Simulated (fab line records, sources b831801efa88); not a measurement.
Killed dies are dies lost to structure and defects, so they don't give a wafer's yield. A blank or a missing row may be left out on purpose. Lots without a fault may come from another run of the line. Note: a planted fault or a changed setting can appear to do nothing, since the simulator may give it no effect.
What tool caused it? ; flow gf180mcu ; 6 lots, 16 wafers sampled, at 3 steps of a route of 602

## WHAT THE GAUGES READ, wafer by wafer
GF_HV_LDD_THK_MEAS_55.
lot;measured;on;HV_LDD_CVD_54_THK (nm)
L352;day 12 19:42;film-metro-02;10.11 10.15 10.07
L354;day 13 09:34;film-metro-01;9.93 10.17 10.00
L356;day 14 02:52;film-metro-01;10.03 10.02 10.25
L366;day 17 08:08;film-metro-03;9.97 9.84 9.88
L371;day 19 03:26;film-metro-02;9.73 9.79
L373;day 19 20:13;film-metro-01;10.00 9.99

## WHICH TOOL RAN EACH LOT (tool, then ch and the chambers of the sampled wafers, then the start)
lot;GF_DUAL_GATE_COAT_06;GF_DUAL_GATE_STRIP_13
L352;litho-track-03 ch 0, day 8 07:24;plasma-asher-02 ch 0,1, day 8 16:32
L354;litho-track-02 ch 0, day 8 19:50;plasma-asher-02 ch 0,1, day 9 04:38
L356;litho-track-02 ch 0, day 9 09:22;plasma-asher-04 ch 0,1, day 9 18:08
L366;litho-track-01 ch 0, day 12 05:52;plasma-asher-01 ch 0,1, day 12 15:38
L371;litho-track-03 ch 0, day 13 16:11;plasma-asher-02 ch 0,1, day 14 03:11
L373;litho-track-02 ch 0, day 14 05:50;plasma-asher-02 ch 0, day 14 16:22
- GF_DUAL_GATE_COAT_06: resist thk 1000 nm.
- GF_DUAL_GATE_STRIP_13: strips in O2/N2.

## THE ANSWER, worked out from the rows above alone
Rule: what is usual is taken from the lots themselves. Put in order of their means at a reading, lots are off if they are a third of the lots or fewer, leave a main group of 4 or more, and stand apart from it by a gap of 3 or more times the standard deviation of the main group's means; of several such gaps the widest counts. Not used: any main group whose means are identical at the precision the tables above print for the reading. Also off: a lot with no number at a reading for which 4 or more lots have one. All remaining lots with rows at the step are treated as sound.
No lot is off on any of the readings shown, so nothing can be concluded from this.

## WHAT THE SIMULATOR PUT IN
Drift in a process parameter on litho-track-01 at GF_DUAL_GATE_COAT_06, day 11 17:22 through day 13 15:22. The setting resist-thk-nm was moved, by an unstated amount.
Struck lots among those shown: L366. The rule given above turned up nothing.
